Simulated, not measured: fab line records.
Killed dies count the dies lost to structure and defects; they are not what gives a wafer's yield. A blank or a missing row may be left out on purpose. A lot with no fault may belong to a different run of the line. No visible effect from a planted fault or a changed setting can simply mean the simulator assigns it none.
Matching of chambers    flow gf180mcu    rie-si-02 running GF_STI_ETCH_14: 4 sister chambers
The step etches Si in HBr/Cl2/O2, target depth 360 nm, time 102.9 s. 8 wafers are shown with their chamber, then 9 later ones without.

EACH WAFER AND ITS CHAMBER
wafer   chamber  drypump-motor-current-A (A)  oes-product-au (a.u.)
L782.3  3        4.8                          1.013
L782.5  1        6.1                          1.017
L783.1  0        4.9                          1.019
L783.2  3        4.8                          1.002
L783.6  2        5.2                          0.999
L784.1  2        5.2                          0.999
L784.2  0        5.0                          1.012
L784.5  1        6.1                          0.998

WAFERS MISSING THEIR CHAMBER
wafer   drypump-motor-current-A (A)  oes-product-au (a.u.)
L790.1  6.1                          1.013
L790.3  4.8                          1.014
L790.6  4.9                          1.026
L792.3  4.8                          1.016
L792.4  5.2                          0.993
L792.6  5.2                          0.994
L796.2  6.1                          1.018
L796.4  5.0                          1.010
L796.6  4.8                          1.006

WHICH CHAMBER EACH WENT THROUGH
wafer   from the rows above      in truth
L790.1  1                        1
L790.3  3                        3
L790.6  can't be placed: 0 or 3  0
L792.3  3                        3
L792.4  2                        2
L792.6  2                        2
L796.2  1                        1
L796.4  0                        0
L796.6  3                        3
8 of 9 placed correctly. Cannot be placed on the basis of these rows: 1; the candidates contain the true chamber in 1. Wrongly placed: 0.
How it was worked out, from the rows above alone: a wafer's distance from a chamber is the root of the sum, over the readings, of the square of ((its reading less the chamber's mean) divided by the reading's scatter). The wafer belongs to the nearest chamber; if the next one is less than 2 further off, it can't be placed. A chamber's mean is the mean of its shown wafers. The scatter is the square root of a quotient: the sum, over the shown wafers, of each reading's squared deviation from its chamber's mean, divided by wafers minus chambers.
